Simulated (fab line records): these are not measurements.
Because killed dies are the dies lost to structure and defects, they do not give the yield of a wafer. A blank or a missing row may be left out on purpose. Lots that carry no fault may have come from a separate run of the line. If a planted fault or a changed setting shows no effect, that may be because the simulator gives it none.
Which tool was responsible? -- flow sky130 -- 14 lots with 40 wafers sampled at 5 steps, on a route of 708 steps

== WHAT THE GAUGES SHOWED, per wafer ==
SKY_SONOS_ONO_THK_MEAS_01.
lot,measured,on,SONOS_ONO_OXIDATION_THK (nm)
L999,day 11 03:52,film_metro-03,2.53 2.43 2.54
L100,day 11 09:57,film_metro-03,2.56 2.49 2.51
L101,day 11 17:19,film_metro-01,2.56 2.61 2.58
L102,day 12 01:43,film_metro-03,2.60 2.59 2.55
L103,day 12 11:44,film_metro-02,2.60 2.62 2.55
L104,day 12 19:10,film_metro-03,2.51 2.59 2.60
L105,day 13 00:25,film_metro-01,2.58 2.52 2.62
L106,day 13 09:45,film_metro-01,2.54 2.51 2.53
L107,day 13 14:01,film_metro-03,2.59 2.53 2.56
L109,day 14 09:29,film_metro-03,2.62 2.58 2.66
L112,day 14 23:44,film_metro-02,2.60 2.56
L113,day 15 13:14,film_metro-03,2.56 2.59
L121,day 18 04:04,film_metro-01,2.62 2.61 2.58
L122,day 18 11:37,film_metro-03,2.61 2.63 2.63

SKY_SD_P_TW_MEAS_11.
lot,measured,on,SD_P_TW
L999,day 25 01:50,film_metro-03,2829 2827 2841
L100,day 25 03:35,film_metro-02,2843 2844 2847
L101,day 25 09:21,film_metro-03,2815 2821 2816
L102,day 26 03:03,film_metro-04,2864 2861 2873
L103,day 26 09:11,film_metro-04,2881 2845 2869
L104,day 26 18:38,film_metro-03,2830 2814 2815
L105,day 27 01:26,film_metro-03,2825 2817 2825
L106,day 27 14:02,film_metro-03,2833 2832 2829
L107,day 27 16:55,film_metro-04,2871 2869 2880
L109,day 28 13:13,film_metro-02,2831 2836 2836
L112,day 29 03:17,film_metro-02,2817 2832
L113,day 29 13:25,film_metro-04,2863 2876
L121,day 32 11:11,film_metro-02,2850 2852 2829
L122,day 32 13:48,film_metro-04,2894 2863 2872

SKY_METAL3_CD_MEAS_13: the cd target is 300 nm.
lot,measured,on,cd_nm (nm)
L999,day 38 04:35,cd_sem-02,300.9 300.0 299.7
L100,day 38 05:12,cd_sem-02,298.0 299.1 298.7
L101,day 38 10:57,cd_sem-01,302.2 299.7 300.8
L102,day 39 01:16,cd_sem-02,295.9 295.6 297.1
L103,day 39 06:51,cd_sem-01,301.7 300.6 300.4
L104,day 39 17:13,cd_sem-02,298.8 299.9 299.4
L105,day 39 21:31,cd_sem-01,298.6 300.7 299.6
L106,day 40 10:13,cd_sem-01,301.3 303.6 301.8
L107,day 40 11:10,cd_sem-01,304.6 302.2 301.5
L109,day 41 07:08,cd_sem-01,300.7 302.7 299.8
L112,day 41 21:31,cd_sem-02,300.7 178.9
L113,day 42 03:08,cd_sem-01,179.4 300.7
L121,day 44 13:33,cd_sem-01,299.7 298.0 298.4
L122,day 44 17:55,cd_sem-01,299.1 298.6 299.7

== TOOL THAT RAN EACH LOT (tool first, then ch and the chambers of the sampled wafers, then the start) ==
lot,SKY_POLY_GATE_ETCH_17,SKY_METAL3_EXPOSE_10
L999,"rie_si-02 ch 2,3, day 16 01:11","krf_scanner-01 ch 0, day 37 16:04"
L100,"rie_si-02 ch 1,2,3, day 16 04:44","krf_scanner-01 ch 0, day 37 16:42"
L101,"rie_si-02 ch 0,1,2, day 16 08:16","krf_scanner-02 ch 0, day 37 22:23"
L102,"rie_si-02 ch 1,2, day 17 00:52","krf_scanner-02 ch 0, day 38 12:33"
L103,"rie_si-01 ch 0,1, day 17 08:55","krf_scanner-02 ch 0, day 38 17:49"
L104,"rie_si-01 ch 0,2,3, day 17 16:13","krf_scanner-02 ch 0, day 39 04:04"
L105,"rie_si-01 ch 1,2,3, day 18 00:22","krf_scanner-02 ch 0, day 39 08:33"
L106,"rie_si-02 ch 0,1,2, day 18 11:11","krf_scanner-02 ch 0, day 39 20:50"
L107,"rie_si-02 ch 0,2,3, day 18 14:19","krf_scanner-01 ch 0, day 39 22:09"
L109,"rie_si-02 ch 2,3, day 19 14:05","krf_scanner-02 ch 0, day 40 18:41"
L112,"rie_si-01 ch 2,3, day 20 07:04","krf_scanner-02 ch 0, day 41 09:16"
L113,"rie_si-01 ch 0,1, day 20 18:25","krf_scanner-02 ch 0, day 41 15:46"
L121,"rie_si-01 ch 0,2,3, day 23 22:34","krf_scanner-01 ch 0, day 44 02:47"
L122,"rie_si-02 ch 0,1, day 24 01:58","krf_scanner-01 ch 0, day 44 06:53"
- SKY_POLY_GATE_ETCH_17: etches poly-Si in HBr/Cl2, stops on SiO2, target depth 180 nm, time 70.5 s.
- SKY_METAL3_EXPOSE_10: exposes mask MM3, target cd 300 nm.

== WHAT THE TOOLS THEMSELVES READ (means of the sampled wafers that have a number; where no wafer has one, the mark that the record gives instead) ==
SKY_POLY_GATE_ETCH_17.
lot,tool,drypump_motor_current_A (A),oes_product_au (a.u.),throttle_valve_pct (%)
L999,rie_si-02,6.2,0.979,33.688
L100,rie_si-02,6.1,0.981,33.683
L101,rie_si-02,6.0,0.975,33.682
L102,rie_si-02,6.2,0.979,33.688
L103,rie_si-01,5.7,0.989,33.679
L104,rie_si-01,5.2,0.981,33.686
L105,rie_si-01,5.4,0.987,33.683
L106,rie_si-02,6.0,0.976,33.693
L107,rie_si-02,5.9,0.981,33.678
L109,rie_si-02,6.0,0.983,33.677
L112,rie_si-01,5.2,0.988,33.685
L113,rie_si-01,5.6,0.996,33.695
L121,rie_si-01,5.3,0.984,33.685
L122,rie_si-02,5.8,1.000,33.687

== THE ANSWER, worked out from the rows above alone ==
Rule: usual is defined by the lots themselves. Put in order of their means at a reading, lots are off if they are a third of the lots or fewer, leave a main group of 4 or more, and stand apart from it by a gap of 3 or more times the standard deviation of the main group's means; of several such gaps the widest counts. A main group whose means are all the same, to the digits that the tables above print for the reading, isn't used. Also off: a lot with no number at a reading for which 4 or more lots have one. All remaining lots with rows at the step are treated as sound. The gauges are gone through in route order, then the tools' own readings, and for those a lot's mean is taken as printed above. At the first step where some lot is off, the reading lying furthest off is the one used; lots without a number count as furthest.
Off: L112, L113 (SKY_METAL3_CD_MEAS_13, cd_nm). Main group: mean 300.0 nm, sd 1.7.
A tool fits if, at a process step before that reading, it ran every lot that is off, and no sound lot after the first of them. The gauges at SKY_METAL3_CD_MEAS_13 are tried like those tools. One candidate fits, namely krf_scanner-02 at SKY_METAL3_EXPOSE_10. Its last sound lot is L109 (day 40 18:41), its first lot that is off L112 (day 41 09:16): a fault that began between those two fits.

== WHAT THE SIMULATOR HAD INSERTED ==
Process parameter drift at SKY_METAL3_EXPOSE_10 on krf_scanner-02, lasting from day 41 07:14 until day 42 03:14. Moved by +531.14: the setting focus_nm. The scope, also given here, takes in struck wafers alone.
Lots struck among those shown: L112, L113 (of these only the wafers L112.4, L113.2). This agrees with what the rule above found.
